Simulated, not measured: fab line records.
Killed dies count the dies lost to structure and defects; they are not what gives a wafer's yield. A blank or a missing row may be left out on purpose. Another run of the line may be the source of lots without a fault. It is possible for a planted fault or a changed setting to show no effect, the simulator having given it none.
fab line records :: flow gf180mcu
[record]
  lots = 6
  wafers = 18
  lastDay = 34
route steps=602 shown MIM@518 M5@526
lots that met no fault: from a run of the same line without faults
startH: start of the lot's first displayed wafer, in hours after the record's first day :: waitH: hours since the lot's step before :: " repeats the value in the row above :: L1.1+2: several wafers, shown together as one row :: - no value, or no start given :: * or withheld: withheld :: < > ~ a bound
route shown NAME@n: a module of which the file shows steps, and the number in the route of the first :: usual: mean/standard deviation taken from wafers without a fault :: same: alike in all rows :: chamber/n: place in a boat :: sites: per-site readings :: _std_site: standard deviation across them :: _edge_site: the outer-site mean with the inner-site mean subtracted :: radiusMm: for every site, how far away it sits from the centre of the wafer :: mask NAME#n: copy n :: behind: the most recent tool/chamber to have shaped the wafer :: hold: cause of the lot's hold/its duration in hours/its outcome :: device: whichever transistor did not switch (one of n, p or np) :: end of line: the route-end tests of the same wafers :: step lacking rows: just its recipe :: killed: dies lost to structure and defects at the first sort, not the wafer's yield :: map: the dies of a wafer, with x for killed, . for not killed, _ for no die there
set.NAME: the setting as run; set.NAME@STEP: as run at that earlier step :: model.NAME: the simulator's own value behind a step, which no gauge read
lots seen at some steps along the route; tables by step, rows by wafer
services: the hour from which a tool's chamber was out of use, counted from the record's first day as startH (under 0 if before that day), plus the number of hours and why
[[steps]]
[step GF_MIM_SOFTBAKE_15]
[recipe]
  tempC = 90
  timeS = 60
  resist = NOVOLAK
[step GF_MIM_EXPOSE_16]
[recipe]
  maskId = FuseTop
  targetCdNm = 2000
  na = 0.6
  sourceShape = conventional
  sigmaOuter = 0.6
  doseMj = 140
[step GF_MIM_PEB_17]
[recipe]
  tempC = withheld
  timeS = *
  resist = NOVOLAK
[step GF_MIM_DEVELOP_18]
[recipe]
  developTimeS = 60
  devTempC = 23
[step GF_MIM_METAL_ETCH_19]
[recipe]
  chemistry = Cl2/BCl3
  maskMaterial = NOVOLAK
  stopOn = Si3N4
  targetDepthNm = 324.5
  pressureMtorr = 8
  icpW = 800
  biasW = 140
  Cl2_flow_sccm = 80
  bcl3FlowSccm = 40
  timeS = 54.1
[usual]
  drypumpMotorCurrentA = 5.8/0.45
  oesProductAu = 0.944/0.007
  throttleValvePct = 28.281/0.011
lot.wafer: L107.2
tool: rieMetal-01
chamber: 0
startH: 585.46
waitH: 0.1
drypumpMotorCurrentA: 5.3
oesProductAu: 0.948
rfHoursCounterH: 9
throttleValvePct: 28.266

lot.wafer: L107.3
tool: rieMetal-01
chamber: 1
startH: 585.46
waitH: 0.1
drypumpMotorCurrentA: 6.3
oesProductAu: 0.957
rfHoursCounterH: -
throttleValvePct: 28.263

lot.wafer: L107.4
tool: rieMetal-01
chamber: 0
startH: 585.46
waitH: 0.1
drypumpMotorCurrentA: 5.3
oesProductAu: 0.953
rfHoursCounterH: -
throttleValvePct: 28.273

lot.wafer: L109.1
tool: rieMetal-04
chamber: 0
startH: 606.63
waitH: 0.1
drypumpMotorCurrentA: 6.1
oesProductAu: 0.949
rfHoursCounterH: 12
throttleValvePct: 28.282

lot.wafer: L109.3
tool: rieMetal-04
chamber: 0
startH: 606.63
waitH: 0.1
drypumpMotorCurrentA: 6.1
oesProductAu: 0.941
rfHoursCounterH: -
throttleValvePct: 28.280

lot.wafer: L109.4
tool: rieMetal-04
chamber: 1
startH: 606.63
waitH: 0.1
drypumpMotorCurrentA: 5.1
oesProductAu: 0.957
rfHoursCounterH: -
throttleValvePct: 28.281

lot.wafer: L116.1
tool: rieMetal-01
chamber: 0
startH: 659.63
waitH: 0.1
drypumpMotorCurrentA: 5.3
oesProductAu: 0.941
rfHoursCounterH: 11
throttleValvePct: 28.312

lot.wafer: L116.4
tool: rieMetal-01
chamber: 1
startH: 659.63
waitH: 0.1
drypumpMotorCurrentA: 6.3
oesProductAu: 0.940
rfHoursCounterH: -
throttleValvePct: 28.286

lot.wafer: L116.5
tool: rieMetal-01
chamber: 1
startH: 659.63
waitH: 0.1
drypumpMotorCurrentA: 6.3
oesProductAu: 0.923
rfHoursCounterH: -
throttleValvePct: 28.298

lot.wafer: L117.2
tool: rieMetal-04
chamber: 1
startH: 665.56
waitH: 0.1
drypumpMotorCurrentA: 5.1
oesProductAu: 0.934
rfHoursCounterH: 6
throttleValvePct: 28.283

lot.wafer: L117.3
tool: rieMetal-04
chamber: 1
startH: 665.56
waitH: 0.1
drypumpMotorCurrentA: 5.1
oesProductAu: 0.930
rfHoursCounterH: -
throttleValvePct: 28.300

lot.wafer: L117.4
tool: rieMetal-04
chamber: 0
startH: 665.56
waitH: 0.1
drypumpMotorCurrentA: 6.1
oesProductAu: 0.948
rfHoursCounterH: -
throttleValvePct: 28.285

lot.wafer: L122.1
tool: rieMetal-04
chamber: 0
startH: 701.51
waitH: 0.1
drypumpMotorCurrentA: 6.1
oesProductAu: 0.955
rfHoursCounterH: 16
throttleValvePct: 28.276

lot.wafer: L122.4
tool: rieMetal-04
chamber: 0
startH: 701.51
waitH: 0.1
drypumpMotorCurrentA: 6.1
oesProductAu: 0.947
rfHoursCounterH: -
throttleValvePct: 28.285

lot.wafer: L122.6
tool: rieMetal-04
chamber: 1
startH: 701.51
waitH: 0.1
drypumpMotorCurrentA: 5.1
oesProductAu: 0.948
rfHoursCounterH: -
throttleValvePct: 28.284

lot.wafer: L128.1
tool: rieMetal-01
chamber: 1
startH: 736.13
waitH: 0.1
drypumpMotorCurrentA: 6.3
oesProductAu: 0.948
rfHoursCounterH: 10
throttleValvePct: 28.248

lot.wafer: L128.2
tool: rieMetal-01
chamber: 1
startH: 736.13
waitH: 0.1
drypumpMotorCurrentA: 6.3
oesProductAu: 0.940
rfHoursCounterH: -
throttleValvePct: 28.282

lot.wafer: L128.4
tool: rieMetal-01
chamber: 1
startH: 736.13
waitH: 0.1
drypumpMotorCurrentA: 6.3
oesProductAu: 0.949
rfHoursCounterH: -
throttleValvePct: 28.266
[step GF_MIM_STRIP_20]
[recipe]
  chemistry = O2/N2
  powerW = 1400
  pressureMtorr = 1500
  platenTempC = 250
  o2FlowSccm = 3000
  n2FlowSccm = 300
  overashFraction = 0.5
[usual]
  drypumpMotorCurrentA = 5.8/0.49
  heaterPowerW = 336/20
  oesProductAu = 0.692/0.0047
  platenTempC = 249.98/0.17
  stripTimeToEndpointS = 11.22/0.035
lot.wafer: L107.2
tool: plasmaAsher-01
chamber: 0
startH: 585.53
waitH: 0.0
drypumpMotorCurrentA: 5.1
heaterPowerW: 346
oesProductAu: 0.685
platenTempC: 249.87
rfHoursCounterH: 87
stripTimeToEndpointS: 11.26

lot.wafer: L107.3
tool: plasmaAsher-01
chamber: 0
startH: 585.53
waitH: 0.0
drypumpMotorCurrentA: 5.2
heaterPowerW: 331
oesProductAu: 0.684
platenTempC: 249.87
rfHoursCounterH: -
stripTimeToEndpointS: 11.24

lot.wafer: L107.4
tool: plasmaAsher-01
chamber: 1
startH: 585.53
waitH: 0.0
drypumpMotorCurrentA: 6.3
heaterPowerW: 316
oesProductAu: 0.696
platenTempC: 249.86
rfHoursCounterH: -
stripTimeToEndpointS: 11.29

lot.wafer: L109.1
tool: plasmaAsher-01
chamber: 1
startH: 606.70
waitH: 0.0
drypumpMotorCurrentA: 6.3
heaterPowerW: 320
oesProductAu: 0.695
platenTempC: 249.89
rfHoursCounterH: 90
stripTimeToEndpointS: 11.24

lot.wafer: L109.3
tool: plasmaAsher-01
chamber: 1
startH: 606.70
waitH: 0.0
drypumpMotorCurrentA: 6.3
heaterPowerW: 324
oesProductAu: 0.699
platenTempC: 249.97
rfHoursCounterH: -
stripTimeToEndpointS: 11.20

lot.wafer: L109.4
tool: plasmaAsher-01
chamber: 0
startH: 606.70
waitH: 0.0
drypumpMotorCurrentA: 5.2
heaterPowerW: 345
oesProductAu: 0.697
platenTempC: 250.08
rfHoursCounterH: -
stripTimeToEndpointS: 11.30

lot.wafer: L116.1
tool: plasmaAsher-03
chamber: 0
startH: 659.70
waitH: 0.0
drypumpMotorCurrentA: 5.6
heaterPowerW: 327
oesProductAu: 0.695
platenTempC: 249.98
rfHoursCounterH: 24
stripTimeToEndpointS: 11.21

lot.wafer: L116.4
tool: plasmaAsher-03
chamber: 0
startH: 659.70
waitH: 0.0
drypumpMotorCurrentA: 5.6
heaterPowerW: 318
oesProductAu: 0.688
platenTempC: 249.84
rfHoursCounterH: -
stripTimeToEndpointS: 11.22

lot.wafer: L116.5
tool: plasmaAsher-03
chamber: 1
startH: 659.70
waitH: 0.0
drypumpMotorCurrentA: 6.5
heaterPowerW: 319
oesProductAu: 0.693
platenTempC: 250.12
rfHoursCounterH: -
stripTimeToEndpointS: 11.25

lot.wafer: L117.2
tool: plasmaAsher-01
chamber: 1
startH: 665.63
waitH: 0.0
drypumpMotorCurrentA: 6.3
heaterPowerW: 314
oesProductAu: 0.691
platenTempC: 249.97
rfHoursCounterH: 96
stripTimeToEndpointS: 11.24

lot.wafer: L117.3
tool: plasmaAsher-01
chamber: 0
startH: 665.63
waitH: 0.0
drypumpMotorCurrentA: 5.1
heaterPowerW: 338
oesProductAu: 0.699
platenTempC: 249.94
rfHoursCounterH: -
stripTimeToEndpointS: 11.26

lot.wafer: L117.4
tool: plasmaAsher-01
chamber: 1
startH: 665.63
waitH: 0.0
drypumpMotorCurrentA: 6.3
heaterPowerW: 315
oesProductAu: 0.696
platenTempC: 249.90
rfHoursCounterH: -
stripTimeToEndpointS: 11.23

lot.wafer: L122.1
tool: plasmaAsher-03
chamber: 0
startH: 701.58
waitH: 0.0
drypumpMotorCurrentA: 5.6
heaterPowerW: 323
oesProductAu: 0.692
platenTempC: 250.18
rfHoursCounterH: 28
stripTimeToEndpointS: 11.18

lot.wafer: L122.4
tool: plasmaAsher-03
chamber: 1
startH: 701.58
waitH: 0.0
drypumpMotorCurrentA: 6.5
heaterPowerW: 326
oesProductAu: 0.693
platenTempC: 249.86
rfHoursCounterH: -
stripTimeToEndpointS: 11.23

lot.wafer: L122.6
tool: plasmaAsher-03
chamber: 0
startH: 701.58
waitH: 0.0
drypumpMotorCurrentA: 5.6
heaterPowerW: 325
oesProductAu: 0.692
platenTempC: 250.08
rfHoursCounterH: -
stripTimeToEndpointS: 11.28

lot.wafer: L128.1
tool: plasmaAsher-03
chamber: 0
startH: 736.27
waitH: 0.1
drypumpMotorCurrentA: 5.6
heaterPowerW: 317
oesProductAu: 0.693
platenTempC: 250.15
rfHoursCounterH: 32
stripTimeToEndpointS: 11.25

lot.wafer: L128.2
tool: plasmaAsher-03
chamber: 1
startH: 736.27
waitH: 0.1
drypumpMotorCurrentA: 6.5
heaterPowerW: 315
oesProductAu: 0.692
platenTempC: 250.04
rfHoursCounterH: 32
stripTimeToEndpointS: 11.21

lot.wafer: L128.4
tool: plasmaAsher-03
chamber: 1
startH: 736.27
waitH: 0.1
drypumpMotorCurrentA: 6.5
heaterPowerW: 333
oesProductAu: 0.692
platenTempC: 249.94
rfHoursCounterH: -
stripTimeToEndpointS: 11.24
[step GF_MIM_STRIP_21]
[recipe]
  chemistry = postEtchResidueRemover
  timeS = 1200
  tempC = 72.5
[step GF_MIM_CLEAN_22]
[recipe]
  chemistry = DIW
  dry = n2Spin
[step GF_M5_DEHYDRATE_00]
[recipe]
  tempC = 200
  timeS = 60
[step GF_M5_HMDS_01]
[recipe]
  primeTimeS = 60
  primeTempC = 120
[step GF_M5_COAT_02]
[recipe]
  resist = KrF
  spinRpm = withheld
  resistThkNm = 1000
[step GF_M5_SOFTBAKE_03]
[recipe]
  tempC = 130
  timeS = 60
  resist = KrF
[step GF_M5_EXPOSE_04]
[recipe]
  maskId = Metal5
  targetCdNm = 280
  na = 0.68
  sourceShape = conventional
  sigmaOuter = 0.6
  doseMj = 28
[usual]
  exposureDoseMJCm2 = 28.21/0.074
  focusOffsetNm = 0.1/0.54
lot.wafer: L107.2
tool: krfScanner-02
chamber: 0
startH: 597.10
waitH: -
mask: Metal5#0
exposureDoseMJCm2: 28.11
focusOffsetNm: 0.3

lot.wafer: L107.3
tool: krfScanner-02
chamber: 0
startH: 597.10
waitH: -
mask: Metal5#0
exposureDoseMJCm2: 28.14
focusOffsetNm: -0.9

lot.wafer: L107.4
tool: krfScanner-02
chamber: 0
startH: 597.10
waitH: -
mask: Metal5#0
exposureDoseMJCm2: 28.17
focusOffsetNm: -0.3

lot.wafer: L109.1
tool: krfScanner-01
chamber: 0
startH: 617.56
waitH: -
mask: Metal5#0
exposureDoseMJCm2: 28.25
focusOffsetNm: 0.2

lot.wafer: L109.3
tool: krfScanner-01
chamber: 0
startH: 617.56
waitH: -
mask: Metal5#0
exposureDoseMJCm2: 28.23
focusOffsetNm: -0.2

lot.wafer: L109.4
tool: krfScanner-01
chamber: 0
startH: 617.56
waitH: -
mask: Metal5#0
exposureDoseMJCm2: 28.27
focusOffsetNm: -0.5

lot.wafer: L116.1
tool: krfScanner-02
chamber: -
startH: 669.41
waitH: -
mask: Metal5#0
exposureDoseMJCm2: -
focusOffsetNm: -

lot.wafer: L116.4
tool: krfScanner-02
chamber: -
startH: 669.41
waitH: -
mask: Metal5#0
exposureDoseMJCm2: -
focusOffsetNm: -

lot.wafer: L116.5
tool: krfScanner-02
chamber: -
startH: 669.41
waitH: -
mask: Metal5#0
exposureDoseMJCm2: -
focusOffsetNm: -

lot.wafer: L117.2
tool: krfScanner-01
chamber: -
startH: 676.01
waitH: -
mask: Metal5#0
exposureDoseMJCm2: -
focusOffsetNm: -

lot.wafer: L117.3
tool: krfScanner-01
chamber: -
startH: 676.01
waitH: -
mask: Metal5#0
exposureDoseMJCm2: -
focusOffsetNm: -

lot.wafer: L117.4
tool: krfScanner-01
chamber: -
startH: 676.01
waitH: -
mask: Metal5#0
exposureDoseMJCm2: -
focusOffsetNm: -

lot.wafer: L122.1
tool: krfScanner-01
chamber: 0
startH: 711.14
waitH: -
mask: Metal5#0
exposureDoseMJCm2: 28.30
focusOffsetNm: 0.8

lot.wafer: L122.4
tool: krfScanner-01
chamber: 0
startH: 711.14
waitH: -
mask: Metal5#0
exposureDoseMJCm2: 28.25
focusOffsetNm: 0.5

lot.wafer: L122.6
tool: krfScanner-01
chamber: 0
startH: 711.14
waitH: -
mask: Metal5#0
exposureDoseMJCm2: 28.30
focusOffsetNm: 0.6

lot.wafer: L128.1
tool: krfScanner-02
chamber: 0
startH: 745.51
waitH: -
mask: Metal5#0
exposureDoseMJCm2: 28.16
focusOffsetNm: 0.7

lot.wafer: L128.2
tool: krfScanner-02
chamber: 0
startH: 745.51
waitH: -
mask: Metal5#0
exposureDoseMJCm2: 28.15
focusOffsetNm: 1.2

lot.wafer: L128.4
tool: krfScanner-02
chamber: 0
startH: 745.51
waitH: -
mask: Metal5#0
exposureDoseMJCm2: 28.20
focusOffsetNm: 0.9
[step GF_M5_PEB_05]
[recipe]
  pebTempC = 135
  pebTimeS = 90
  resist = KrF
[[services]]
tool: rieMetal-04
chamber: -
startH: 563.36
hours: 1.1
kind: repair

tool: krfScanner-01
chamber: 0
startH: 574.46
hours: -
kind: calibration

tool: krfScanner-01
chamber: -
startH: 581.95
hours: 1.3
kind: pm

tool: krfScanner-02
chamber: -
startH: 613.21
hours: 0.8
kind: pm

tool: krfScanner-02
chamber: 0
startH: 617.45
hours: -
kind: calibration

tool: krfScanner-02
chamber: -
startH: 657.52
hours: 1.0
kind: pm

tool: krfScanner-01
chamber: -
startH: 666.14
hours: 0.8
kind: pm

tool: krfScanner-01
chamber: -
startH: 669.38
hours: 1.0
kind: pm

tool: krfScanner-02
chamber: -
startH: 680.00
hours: 1.3
kind: pm

tool: rieMetal-01
chamber: -
startH: 682.03
hours: 4.3
kind: pm

tool: krfScanner-02
chamber: -
startH: 687.98
hours: 4.0
kind: pm

tool: rieMetal-01
chamber: -
startH: 703.13
hours: 0.6
kind: repair

tool: rieMetal-04
chamber: 0
startH: 703.43
hours: -
kind: clean

tool: rieMetal-04
chamber: 0
startH: 703.43
hours: 14.4
kind: scheduledDown

tool: rieMetal-04
chamber: 0
startH: 703.43
hours: 14.4
kind: ventCycle

tool: krfScanner-01
chamber: -
startH: 710.39
hours: 0.6
kind: repair

tool: krfScanner-02
chamber: -
startH: 714.74
hours: 5.4
kind: repair

tool: krfScanner-01
chamber: -
startH: 723.39
hours: 0.7
kind: repair

tool: plasmaAsher-01
chamber: -
startH: 735.50
hours: 2.8
kind: pm

tool: rieMetal-01
chamber: 0
startH: 735.91
hours: -
kind: clean

tool: rieMetal-01
chamber: 0
startH: 735.91
hours: 16.3
kind: scheduledDown

tool: rieMetal-01
chamber: 0
startH: 735.91
hours: 16.3
kind: ventCycle
[[key]]
[firstSign]
  step = GF_M5_EXPOSE_04
  reading = toolRecord
  direction = missing
effect none on later readings
metAt GF_M5_EXPOSE_04
struckWafers L116.1,L116.4,L116.5,L117.2,L117.3,L117.4
laterRowsLeftOut L116.1,L116.4,L116.5,L117.2,L117.3,L117.4
sortLeftOut L116.1,L116.4,L116.5,L117.2,L117.3,L117.4
onsetBetween 617.56 669.41
[fault]
  kind = skippedStepWhole
  tool = krfScanner-01,krfScanner-02
  chamber = -
  onsetH = 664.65
  steps = GF_M5_EXPOSE_04
  scope = struckLotsOnly
// sortLeftOut: the simulated sort isn't trusted on such a fault, so these wafers' sort isn't shown, and their yield isn't known
// laterRowsLeftOut: the simulator's readings of these wafers behind a module that went badly wrong aren't trusted and aren't shown, but for the sort
